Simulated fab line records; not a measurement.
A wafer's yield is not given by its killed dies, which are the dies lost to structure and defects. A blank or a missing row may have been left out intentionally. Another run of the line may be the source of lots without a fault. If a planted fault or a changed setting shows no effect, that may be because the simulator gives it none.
fab line records | flow sfqLine
record: lots: 7 wafers: 21 lastDay: 90
route steps=325 shown I4@176 JJ@178 M5@198 A5B@209 R5@212 M8@325
lots that met no fault: taken from a fault-free run of the same line
startH: hours from the record's opening day to when the first of the lot's shown wafers began | waitH: hours since the lot's step before | " repeats the value in the row above | L1.1+2: a row that stands for several wafers | - value missing, or start not given | * or withheld: withheld | < > ~ a bound
route shown NAME@n: names a module that has steps shown in the file, with the first one's number in the route | usual: average and standard deviation across the fault-free wafers | same: alike in all rows | chamber/n: place in a boat | sites: readings site by site | _std_site: standard deviation across them | _edge_site: the outer-site mean with the inner-site mean subtracted | radiusMm: for every site, how far away it sits from the centre of the wafer | mask NAME#n: copy n | behind: the most recent tool/chamber to have shaped the wafer | hold: what put the lot on hold/how long, in hours/how the hold closed | device: names the non-switching transistor (n, p or np) | end of line: tests of these same wafers at the route's end | a step given without rows: its recipe and nothing more | killed: at the first sort, the dies lost to defects and structure; wafer yield is something else | map: shows each die of a wafer: x if killed, . if not, _ if none is there
set.NAME: setting as actually run; set.NAME@STEP: the setting as run at that earlier step | model.NAME: the simulator's own value behind a step, which no gauge read
lots at selected steps of the route; one table per step, one row per wafer
services: when a tool's chamber went out of use (startH, in hours from the record's first day, below 0 if earlier), for how many hours, and the reason
== steps ==
step: SFQ_TRILAYER_I4_VIA_STRIP_STRIP_107
recipe: gas: O2 powerW: 200 platenTempC: 40 overashFraction: 0.65 chemistry: O2 pressureMtorr: 50
usual: drypumpMotorCurrentA: 6.1/0.34 oesProductAu: 1.002/0.0079
same: overashFraction: 0.65
columns lot.wafer tool chamber startH waitH drypumpMotorCurrentA oesProductAu rfHoursCounterH
L151.2 rieMetal-04 1 1262.47 - 6.6 0.989 103
L151.3 " 1 " " 6.6 0.992 -
L151.5 " 0 " " 6.4 0.998 -
L153.3 rieMetal-02 0 1278.27 - 6.1 1.000 -
L153.5 " 1 " " 5.6 1.010 -
L153.6 " 0 " " 6.1 1.001 -
L154.1 rieMetal-03 0 1287.47 - 6.4 1.012 26
L154.2 " 1 " " 6.0 1.008 19
L154.4 " 0 " " 6.4 1.011 -
L155.4 rieMetal-02 0 1288.87 - 6.1 0.998 -
L155.5 " 1 " " 5.6 0.993 -
L155.6 " 0 " " 6.1 0.990 -
L163.1 rieMetal-02 0 1511.66 - 6.0 0.997 63
L163.5 " 0 " " 6.0 0.985 -
L163.6 " 1 " " 5.6 0.987 -
L164.2 rieMetal-04 0 1517.57 - 6.5 1.001 7
L164.3 " 0 " " 6.5 1.008 -
L164.4 " 1 " " 6.7 0.996 -
L165.2 rieMetal-02 0 1529.57 - 6.0 0.993 66
L165.3 " 0 " " 6.0 0.990 -
L165.6 " 0 " " 6.0 0.987 -
step: SFQ_TRILAYER_I4_VIA_STRIP_SOLV_CLEAN_108
recipe: chemistry: NMP tempC: 70 timeS: 600
step: SFQ_TRILAYER_JJ_TRILAYER_DEP_PRE_CLEAN_113
recipe: gas: Ar timeS: 22.5 biasV: 250
step: SFQ_TRILAYER_JJ_TRILAYER_DEP_SPUTTER_109
recipe: material: Nb basePressurePa: 1.33e-06 chamberPressurePa: 0.1333 substrateTempC: 20 targetThkNm: 150 powerW: 2000 timeS: 100
step: SFQ_TRILAYER_JJ_TRILAYER_DEP_SPUTTER_110
recipe: material: Al basePressurePa: 1.33e-06 targetThkNm: 8 powerW: 500 timeS: 10 chamberPressurePa: 0.4
step: SFQ_TRILAYER_JJ_TRILAYER_DEP_AL_OXIDATION_111
recipe: pressureMbar: 0.014667 oxidationTimeS: 600 temperatureK: 293
step: SFQ_TRILAYER_JJ_TRILAYER_DEP_SPUTTER_112
recipe: material: Nb basePressurePa: 1.33e-06 chamberPressurePa: 0.1333 substrateTempC: 20 targetThkNm: 170 powerW: 2000 timeS: 113.3
step: SFQ_JJ_RS_MEAS_929
recipe: thkMeasGauge: four-point-probe reads: Nb_of_TRILAYER_JJ_TRILAYER_DEP_SPUTTER_112
usual: JJ_NB_RS: 1.050/0.012
columns lot.wafer tool chamber startH waitH JJ_NB_RS[ohm/sq]
L151.2 filmMetro-03 - 1264.47 0.1 1.037
L151.3 " - " " 1.031
L151.5 " - " " 1.038
L153.3 filmMetro-03 - 1280.09 0.1 1.045
L153.5 " - " " 1.052
L153.6 " - " " 1.040
L154.1 filmMetro-03 - 1289.45 0.0 1.038
L154.2 " - " " 1.030
L154.4 " - " " 1.037
L155.4 filmMetro-03 - 1290.71 0.1 1.045
L155.5 " - " " 1.053
L155.6 " - " " 1.051
L163.1 filmMetro-02 - 1513.64 0.0 1.062
L163.5 " - " " 1.058
L163.6 " - " " 1.060
L164.2 filmMetro-02 - 1519.56 0.1 1.052
L164.3 " - " " 1.052
L164.4 " - " " 1.054
L165.2 filmMetro-02 - 1531.58 0.1 1.076
L165.3 " - " " 1.064
L165.6 " - " " 1.072
step: SFQ_TRILAYER_JJ_CE_LITHO_COAT_119
recipe: resist: BARC spinRpm: 3000 resistThkNm: 62
step: SFQ_TRILAYER_JJ_CE_LITHO_COAT_114
recipe: resist: KrF spinRpm: 3000 resistThkNm: 600
step: SFQ_TRILAYER_JJ_CE_LITHO_SOFTBAKE_118
recipe: tempC: withheld timeS: withheld resist: KrF
step: SFQ_TRILAYER_JJ_CE_LITHO_EXPOSE_115
recipe: maskId: J5 na: 0.6 sourceShape: conventional sigmaOuter: 0.65 targetCdNm: 700 doseMj: 14.4
usual: exposureDoseMJCm2: 14.403/0.016 reticleTempC: 23.01/0.11
same: sigmaOuter: 0.65
columns lot.wafer tool chamber startH waitH mask exposureDoseMJCm2 reticleTempC
L151.2 krfScanner-02 0 1391.25 - J5#0 14.434 23.10
L151.3 " 0 " " J5#0 14.424 23.08
L151.5 " 0 " " J5#0 14.409 23.00
L153.3 krfScanner-02 0 1405.85 - J5#0 15.738 23.00
L153.5 " 0 " " J5#0 15.756 22.99
L153.6 " 0 " " J5#0 15.789 23.13
L154.1 krfScanner-02 0 1417.45 - J5#0 15.758 23.06
L154.2 " 0 " " J5#0 15.748 23.01
L154.4 " 0 " " J5#0 15.765 23.09
L155.4 krfScanner-02 0 1422.85 - J5#0 15.764 23.21
L155.5 " 0 " " J5#0 15.773 23.10
L155.6 " 0 " " J5#0 15.760 23.10
L163.1 krfScanner-01 0 1518.92 - J5#0 14.393 22.89
L163.5 " 0 " " J5#0 14.389 22.92
L163.6 " 0 " " J5#0 14.402 22.88
L164.2 krfScanner-01 0 1520.67 - J5#0 14.394 23.08
L164.3 " 0 " " J5#0 14.400 23.05
L164.4 " 0 " " J5#0 14.420 22.89
L165.2 krfScanner-01 0 1532.69 - J5#0 14.421 22.81
L165.3 " 0 " " J5#0 14.398 23.03
L165.6 " 0 " " J5#0 14.391 22.81
step: SFQ_TRILAYER_JJ_CE_LITHO_PEB_117
recipe: pebTempC: 115 pebTimeS: 60 resist: KrF
step: SFQ_TRILAYER_JJ_CE_LITHO_DEVELOP_116
recipe: timeS: 60 resist: KrF
step: SFQ_JJ_OVL_MEAS_931
usual: J5_OVL: -1/4.5
columns lot.wafer tool chamber startH waitH J5_OVL[nm]
L151.2 overlay-01 - 1392.55 0.1 -4
L151.3 " - " " 0
L151.5 " - " " -9
L153.3 overlay-01 - 1406.96 0.1 1
L153.5 " - " " 1
L153.6 " - " " 1
L154.1 overlay-01 - 1418.95 0.1 1
L154.2 " - " " -3
L154.4 " - " " 1
L155.4 overlay-01 - 1423.76 0.1 3
L155.5 " - " " -1
L155.6 " - " " 5
L163.1 overlay-01 - 1520.42 0.1 2
L163.5 " - " " -1
L163.6 " - " " 0
L164.2 overlay-01 - 1521.98 0.1 5
L164.3 " - " " -3
L164.4 " - " " 2
L165.2 overlay-02 - 1534.00 0.1 -6
L165.3 " - " " -7
L165.6 " - " " -6
step: SFQ_TRILAYER_JJ_CE_METRO_MEASURE_117
usual: cdNm: 700.4/1.3
columns lot.wafer tool chamber startH waitH cdNm
L151.2 cdSem-01 - 1392.78 0.2 700.3
L151.3 " - " " 699.7
L151.5 " - " " 699.8
L153.3 cdSem-01 - 1407.38 0.4 684.6
L153.5 " - " " 683.2
L153.6 " - " " 685.8
L154.1 cdSem-02 - 1418.98 0.0 683.7
L154.2 " - " " 684.7
L154.4 " - " " 682.7
L155.4 cdSem-01 - 1424.38 0.6 686.2
L155.5 " - " " 686.6
L155.6 " - " " 686.9
L163.1 cdSem-01 - 1520.45 0.0 700.5
L163.5 " - " " 700.5
L163.6 " - " " 699.4
L164.2 cdSem-02 - 1522.21 0.2 700.8
L164.3 " - " " 700.4
L164.4 " - " " 700.8
L165.2 cdSem-01 - 1534.23 0.2 698.2
L165.3 " - " " 699.1
L165.6 " - " " 699.1
step: SFQ_TRILAYER_JJ_CE_BARC_OPEN_RIE_150
recipe: maskMaterial: PR chemistry: O2 targetDepthNm: 240 target: BARC icpW: 600 biasW: 80 pressureMtorr: 10 timeS: 80
usual: drypumpMotorCurrentA: 6.0/0.47 oesProductAu: 0.538/0.0046
columns lot.wafer tool chamber startH waitH drypumpMotorCurrentA oesProductAu rfHoursCounterH model.JJ.cdNm
L151.2 rieMetal-04 0 1393.78 0.8 6.5 0.532 122 701.3
L151.3 " 1 " " 6.6 0.543 - 700.3
L151.5 " 1 " " 6.6 0.537 - 700.7
L153.3 rieMetal-01 0 1408.21 0.6 5.4 0.529 - 686
L153.5 " 1 " " 5.6 0.533 - 683.2
L153.6 " 0 " " 5.4 0.541 - 686.8
L154.1 rieMetal-04 0 1420.18 1.0 6.5 0.538 128 684.1
L154.2 " 1 " " 6.6 0.537 0 683.7
L154.4 " 0 " " 6.5 0.542 - 682.7
L155.4 rieMetal-02 1 1425.01 0.4 5.6 0.541 - 685.1
L155.5 " 0 " " 6.1 0.538 - 685.6
L155.6 " 1 " " 5.6 0.539 - 685.7
L163.1 rieMetal-04 1 1521.65 1.0 6.6 0.536 16 699.8
L163.5 " 1 " " 6.6 0.538 - 699.8
L163.6 " 0 " " 6.4 0.542 - 699.5
L164.2 rieMetal-04 1 1523.21 0.8 6.7 0.538 16 701.1
L164.3 " 1 " " 6.7 0.532 - 700.3
L164.4 " 0 " " 6.5 0.536 - 701.6
L165.2 rieMetal-04 0 1535.23 0.8 6.4 0.538 10 698.2
L165.3 " 1 " " 6.6 0.549 - 698.1
L165.6 " 0 " " 6.4 0.533 - 699.2
step: SFQ_TRILAYER_JJ_CE_ETCH_RIE_118
recipe: target: Nb stopOn: Al2O3 maskMaterial: PR taperDeg: 13.257 overEtchFrac: 0.15 timeS: 97.7 chemistry: SF6 targetDepthNm: 170 icpW: 600 biasW: 80 pressureMtorr: 10
usual: drypumpMotorCurrentA: 6.0/0.47 oesProductAu: 0.987/0.0069
columns lot.wafer tool chamber startH waitH drypumpMotorCurrentA oesProductAu rfHoursCounterH model.JJ.cdNm
L151.2 rieMetal-04 0 1393.87 0.1 6.5 0.995 122 700.9
L151.3 " 1 " " 6.7 1.000 - 701.1
L151.5 " 1 " " 6.6 0.996 - 701.5
L153.3 rieMetal-01 0 1408.31 0.1 5.4 0.981 - 687
L153.5 " 1 " " 5.6 0.983 - 684.5
L153.6 " 0 " " 5.4 0.992 - 687.4
L154.1 rieMetal-04 0 1420.27 0.1 6.5 0.986 128 682.8
L154.2 " 1 " " 6.7 0.991 0 683.8
L154.4 " 0 " " 6.4 0.991 - 681.2
L155.4 rieMetal-02 1 1425.11 0.1 5.6 0.984 - 685.3
L155.5 " 0 " " 6.1 0.976 - 686.2
L155.6 " 1 " " 5.6 0.995 - 685.8
L163.1 rieMetal-04 1 1521.75 0.1 6.6 0.983 16 700.7
L163.5 " 1 " " 6.6 0.986 - 700
L163.6 " 0 " " 6.5 0.983 - 699
L164.2 rieMetal-04 1 1523.30 0.1 6.6 0.994 16 702.2
L164.3 " 1 " " 6.6 0.989 - 702
L164.4 " 0 " " 6.5 0.997 - 702.4
L165.2 rieMetal-04 0 1535.32 0.1 6.5 0.981 10 698.6
L165.3 " 1 " " 6.6 0.993 - 698.1
L165.6 " 0 " " 6.5 0.984 - 698.4
step: SFQ_TRILAYER_JJ_ANODIZE_ANODIZE_119
recipe: currentDensityMaCm2: withheld endCurrentDensityMaCm2: withheld bathTempC: withheld
step: SFQ_TRILAYER_JJ_CE_STRIP_STRIP_120
recipe: gas: O2 powerW: 200 platenTempC: 40 overashFraction: 0.65 chemistry: O2 pressureMtorr: 50
step: SFQ_TRILAYER_JJ_CE_STRIP_SOLV_CLEAN_121
recipe: chemistry: NMP tempC: 70 timeS: 600
step: SFQ_TRILAYER_M5_LITHO_COAT_128
recipe: resist: BARC spinRpm: 3000 resistThkNm: 62
step: SFQ_TRILAYER_M5_LITHO_COAT_123
recipe: resist: KrF spinRpm: 3000 resistThkNm: 600
step: SFQ_TRILAYER_M5_LITHO_SOFTBAKE_127
recipe: tempC: withheld timeS: withheld resist: KrF
step: SFQ_TRILAYER_M5_LITHO_EXPOSE_124
recipe: maskId: M5 na: 0.6 sourceShape: conventional sigmaOuter: 0.65 targetCdNm: 700 doseMj: 14.4
step: SFQ_TRILAYER_M5_LITHO_PEB_126
recipe: pebTempC: 115 pebTimeS: 60 resist: KrF
step: SFQ_TRILAYER_M5_LITHO_DEVELOP_125
recipe: timeS: 60 resist: KrF
step: SFQ_M5_OVL_MEAS_932
usual: M5_OVL: 3/5
columns lot.wafer tool chamber startH waitH M5_OVL[nm]
L151.2 overlay-01 - 1525.78 0.1 -5
L151.3 " - " " 3
L151.5 " - " " -2
L153.3 overlay-02 - 1544.42 0.1 5
L153.5 " - " " 1
L153.6 " - " " 2
L154.1 overlay-02 - 1556.41 0.1 5
L154.2 " - " " 6
L154.4 " - " " -1
L155.4 overlay-01 - 1561.23 0.1 -2
L155.5 " - " " -3
L155.6 " - " " -2
L163.1 overlay-02 - 1620.01 0.1 1
L163.5 " - " " 9
L163.6 " - " " 6
L164.2 overlay-02 - 1621.22 0.1 5
L164.3 " - " " 3
L164.4 " - " " 2
L165.2 overlay-01 - 1633.22 0.1 6
L165.3 " - " " 6
L165.6 " - " " 2
step: SFQ_TRILAYER_M5_BARC_OPEN_METAL_ETCH_161
recipe: maskMaterial: PR chemistry: O2 targetDepthNm: 125 target: BARC icpW: 600 biasW: 80 pressureMtorr: 10 timeS: 41.7
step: SFQ_TRILAYER_M5_ETCH_METAL_ETCH_126
recipe: target: Nb stopOn: SiO2 maskMaterial: PR overEtchFrac: 0.15 timeS: 203.2 chemistry: Cl2/BCl3 targetDepthNm: 265 icpW: 600 biasW: 80 pressureMtorr: 10
step: SFQ_TRILAYER_M5_STRIP_STRIP_127
recipe: gas: O2 powerW: 200 platenTempC: 40 overashFraction: 0.65 chemistry: O2 pressureMtorr: 50
step: SFQ_TRILAYER_M5_STRIP_SOLV_CLEAN_128
recipe: chemistry: NMP tempC: 70 timeS: 600
step: SFQ_TRILAYER_A5B_DEP_PECVD_129
recipe: material: SiO2 tempC: 150 timeS: 133.33 pressureTorr: 2.4 rfW: 183.3 precursor: SiH4/N2O targetThkNm: 600
usual: heaterPowerW: 92/13 throttleValvePct: 24.8/1.2
columns lot.wafer tool chamber startH waitH heaterPowerW sinceWetCleanH throttleValvePct
L151.2 pecvd-04 0 1526.86 0.0 91 196 22.6
L151.3 " 1 " " 77 196 23.7
L151.5 " 1 " " 80 - 24.2
L153.3 pecvd-03 1 1545.48 0.0 88 598 24.4
L153.5 " 2 " " 63 - 24.2
L153.6 " 1 " " 90 - 23.9
L154.1 pecvd-01 0 1558.33 0.0 103 1350 25.8
L154.2 " 2 " " 96 1350 25.3
L154.4 " 0 " " 85 - 25.9
L155.4 pecvd-01 2 1562.32 0.0 103 - 25.0
L155.5 " 1 " " 110 - 26.4
L155.6 " 0 " " 100 - 26.0
L163.1 pecvd-01 1 1621.08 0.0 102 1413 26.4
L163.5 " 2 " " 88 - 24.8
L163.6 " 0 " " 96 - 25.6
L164.2 pecvd-04 0 1622.28 0.0 96 292 22.5
L164.3 " 1 " " 83 292 24.4
L164.4 " 0 " " 97 - 22.8
L165.2 pecvd-04 2 1634.28 0.0 79 304 23.4
L165.3 " 0 " " 86 304 22.4
L165.6 " 1 " " 92 - 24.0
step: SFQ_TRILAYER_A5B_CMP_CMP_130
recipe: stopOn: Nb downForcePsi: 3 platenRpm: 60 targetThkNm: 340.7
usual: motorCurrentA: 9.9/0.91
columns lot.wafer tool chamber startH waitH motorCurrentA
L151.3 cmp-02 1 1538.22 11.3 10.3
L151.2 " 2 " " 9.4
L151.5 " 1 1540.22 13.3 10.2
L153.3 cmp-02 0 1560.22 14.7 10.1
L153.5 " 2 1561.22 15.6 9.6
L153.6 " 3 " " 11.4
L154.2 cmp-02 0 1571.22 12.8 10.2
L154.1 " 2 1572.22 13.8 10.0
L154.4 " 3 " " 11.3
L155.4 cmp-01 3 1575.28 12.9 10.6
L155.6 " 1 1576.28 13.9 9.0
L155.5 " 2 " " 9.5
L164.4 cmp-02 0 1623.22 0.8 9.8
L164.3 " 2 1624.22 1.9 9.3
L164.2 " 3 " " 11.1
L163.1 cmp-01 1 1623.26 2.1 9.1
L163.5 " 3 1624.26 3.1 10.4
L163.6 " 0 " " 8.2
L165.2 cmp-02 1 1636.70 2.4 10.7
L165.3 " 0 1638.20 3.9 9.9
L165.6 " 2 1639.20 4.8 9.7
step: SFQ_TRILAYER_A5B_METRO_MEASURE_131
usual: thkNm: 339/4.5
columns lot.wafer tool chamber startH waitH thkNm
L151.2 filmMetro-02 - 1541.42 2.2 340
L151.3 " - " " 336
L151.5 " - " " 339
L153.3 filmMetro-02 - 1562.62 1.9 339
L153.5 " - " " 337
L153.6 " - " " 339
L154.1 filmMetro-03 - 1574.22 1.5 338
L154.2 " - " " 344
L154.4 " - " " 341
L155.4 filmMetro-04 - 1577.88 2.1 345
L155.5 " - " " 342
L155.6 " - " " 341
L163.1 filmMetro-04 - 1625.26 1.5 339
L163.5 " - " " 335
L163.6 " - " " 331
L164.2 filmMetro-02 - 1626.42 1.2 339
L164.3 " - " " 336
L164.4 " - " " 342
L165.2 filmMetro-04 - 1639.90 2.7 343
L165.3 " - " " 340
L165.6 " - " " 344
step: SFQ_TRILAYER_R5_DEP_SPUTTER_132
recipe: material: Ti basePressurePa: 1.33e-06 targetThkNm: 5 powerW: 2000 timeS: 5 chamberPressurePa: 0.4
step: SFQ_TRILAYER_R5_DEP_SPUTTER_133
recipe: material: MoNx basePressurePa: 1.33e-06 targetThkNm: 40 powerW: 1000 timeS: 66.7 chamberPressurePa: 0.4
usual: chamberPressurePa: 0.4000/0.00082 throttleValvePct: 30.4/1
columns lot.wafer tool chamber startH waitH chamberPressurePa throttleValvePct
L151.2 pvdSputter-03 - 1542.43 0.0 0.3992 29.4
L151.3 " - " " 0.3997 31.5
L151.5 " - " " 0.4010 31.5
L153.3 pvdSputter-04 - 1563.43 0.0 0.4001 31.8
L153.5 " - " " 0.3998 31.9
L153.6 " - " " 0.4002 30.7
L154.1 pvdSputter-05 - 1575.43 0.0 0.3993 29.2
L154.2 " - " " 0.4000 29.4
L154.4 " - " " 0.3988 30.1
L155.4 pvdSputter-03 - 1578.49 0.0 0.4008 31.9
L155.5 " - " " 0.4001 31.6
L155.6 " - " " 0.4003 31.9
L163.1 pvdSputter-04 - 1626.48 0.0 0.3998 30.6
L163.5 " - " " 0.3991 29.5
L163.6 " - " " 0.4006 30.6
L164.2 pvdSputter-05 - 1627.43 0.0 0.4002 29.2
L164.3 " - " " 0.4014 28.9
L164.4 " - " " 0.3972 29.5
L165.2 pvdSputter-04 - 1640.92 0.0 0.4004 31.7
L165.3 " - " " 0.3998 31.4
L165.6 " - " " 0.3991 31.7
step: SFQ_TRILAYER_R5_DEP_SPUTTER_134
recipe: material: Ti basePressurePa: 1.33e-06 targetThkNm: 5 powerW: 2000 timeS: 5 chamberPressurePa: 0.4
step: SFQ_R5_RS_MEAS_933
recipe: thkMeasGauge: four-point-probe reads: Ti_of_TRILAYER_R5_DEP_SPUTTER_134+MoNx_of_TRILAYER_R5_DEP_SPUTTER_133+Ti_of_TRILAYER_R5_DEP_SPUTTER_132
usual: R5_MONX_RS: 7.05/0.063
columns lot.wafer tool chamber startH waitH R5_MONX_RS[ohm/sq]
L151.2 filmMetro-03 - 1542.53 0.0 7.12
L151.3 " - " " 7.05
L151.5 " - " " 7.15
L153.3 filmMetro-01 - 1563.55 0.0 7.00
L153.5 " - " " 6.97
L153.6 " - " " 6.98
L154.1 filmMetro-01 - 1575.51 0.0 7.09
L154.2 " - " " 7.03
L154.4 " - " " 7.11
L155.4 filmMetro-03 - 1578.63 0.1 7.07
L155.5 " - " " 7.11
L155.6 " - " " 7.07
L163.1 filmMetro-03 - 1626.55 0.0 7.02
L163.5 " - " " 7.05
L163.6 " - " " 7.03
L164.2 filmMetro-04 - 1627.53 0.0 6.96
L164.3 " - " " 6.97
L164.4 " - " " 6.96
L165.2 filmMetro-01 - 1641.01 0.0 7.09
L165.3 " - " " 7.05
L165.6 " - " " 7.14
step: SFQ_R5_THK_MEAS_934
recipe: thkMeasGauge: xrf reads: MoNx_of_TRILAYER_R5_DEP_SPUTTER_133
usual: R5_MONX_THK: 40.4/0.44
columns lot.wafer tool chamber startH waitH R5_MONX_THK[nm]
L151.2 filmMetro-03 - 1542.64 0.1 40.1
L151.3 " - " " 40.4
L151.5 " - " " 40.0
L153.3 filmMetro-01 - 1563.65 0.1 40.7
L153.5 " - " " 41.2
L153.6 " - " " 41.2
L154.1 filmMetro-01 - 1575.63 0.1 40.3
L154.2 " - " " 40.4
L154.4 " - " " 40.5
L155.4 filmMetro-03 - 1578.72 0.1 39.7
L155.5 " - " " 39.7
L155.6 " - " " 39.6
L163.1 filmMetro-03 - 1626.67 0.1 40.4
L163.5 " - " " 40.3
L163.6 " - " " 40.4
L164.2 filmMetro-04 - 1627.64 0.1 41.1
L164.3 " - " " 41.0
L164.4 " - " " 41.0
L165.2 filmMetro-01 - 1641.12 0.1 40.0
L165.3 " - " " 40.7
L165.6 " - " " 40.0
step: SFQ_TRILAYER_R5_LITHO_COAT_141
recipe: resist: BARC spinRpm: 3000 resistThkNm: 62
step: SFQ_M8_BOW_MEAS_951
recipe: mode: bow
usual: M8_BOW: 9/9.5
columns lot.wafer tool chamber startH waitH M8_BOW[um] model.etest.jj.gTimes
L151.2 filmMetro-04 - 1991.97 0.0 1 1
L151.3 " - " " 2 1.001
L151.5 " - " " 6 1.002
L153.3 filmMetro-02 - 2012.53 0.0 8 0.961
L153.5 " - " " 26 0.954
L153.6 " - " " 12 0.9623
L154.1 filmMetro-02 - 2016.10 0.0 12 0.9492
L154.2 " - " " 13 0.952
L154.4 " - " " 5 0.945
L155.4 filmMetro-04 - 2108.26 0.1 2 0.9564
L155.5 " - " " 8 0.9589
L155.6 " - " " 10 0.9576
L163.1 filmMetro-04 - 2143.00 0.0 20 0.9998
L163.5 " - " " 4 0.9977
L163.6 " - " " 18 0.995
L164.2 filmMetro-04 - 2146.62 0.0 6 1.004
L164.3 " - " " -3 1.004
L164.4 " - " " 4 1.005
L165.2 filmMetro-04 - 2171.36 0.0 19 0.9938
L165.3 " - " " 13 0.9923
L165.6 " - " " 27 0.9931
== services ==
columns tool chamber startH hours kind
rieMetal-04 1 1242.20 11.4 repair
cmp-02 - 1269.40 4.0 pm
cmp-02 - 1301.73 1.0 repair
cmp-02 - 1338.37 3.4 repair
rieMetal-02 1 1365.82 9.0 repair
cmp-02 - 1378.12 2.3 repair
cmp-02 - 1392.68 4.7 repair
cdSem-01 - 1408.33 1.0 pm
cdSem-01 - 1409.34 0.7 pm
rieMetal-02 - 1410.08 14.6 pm
cmp-02 - 1413.82 2.0 repair
cdSem-01 - 1420.00 0.6 pm
rieMetal-04 - 1431.61 0.4 repair
cmp-02 - 1436.37 3.1 pm
rieMetal-02 1 1442.55 1.7 repair
cdSem-01 - 1454.53 1.7 pm
cmp-02 - 1504.09 0.6 repair
cdSem-01 - 1506.87 2.5 repair
cmp-02 - 1518.28 1.9 repair
cdSem-01 - 1550.34 0.8 repair
rieMetal-04 0 1560.95 10.2 repair
cdSem-01 - 1592.33 1.2 pm
cdSem-01 - 1593.57 0.8 pm
cdSem-01 - 1604.00 0.3 pm
== key ==
firstSign: step: SFQ_TRILAYER_JJ_CE_LITHO_EXPOSE_115 reading: exposureDoseMJCm2 direction: up sigmas: 87 usual: 14.403 struck: 15.761
effect: step: SFQ_TRILAYER_JJ_CE_METRO_MEASURE_117 reading: cdNm direction: down sigmas: 12 usual: 700.4 struck: 684.9
modelEffect: step: SFQ_TRILAYER_JJ_CE_BARC_OPEN_RIE_150 value: JJ.cdNm without: 699.4 struck: 684.8
modelEffect: step: SFQ_TRILAYER_JJ_CE_ETCH_RIE_118 value: JJ.cdNm without: 699.6 struck: 684.9
modelEffect: step: SFQ_M8_BOW_MEAS_951 value: etest.jj.gTimes without: 0.9966 struck: 0.9552
metAt SFQ_TRILAYER_JJ_CE_LITHO_EXPOSE_115
struckWafers L153.3,L153.5,L153.6,L154.1,L154.2,L154.4,L155.4,L155.5,L155.6
onsetBetween 1391.25 1405.85
fault: kind: processParameterDrift tool: krfScanner-02 chamber: - onsetH: 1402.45 steps: SFQ_TRILAYER_JJ_CE_LITHO_EXPOSE_115 channel: doseMj offset: 1.3594 shape: step actsIn: theseRecipesOnly stated: 14.4
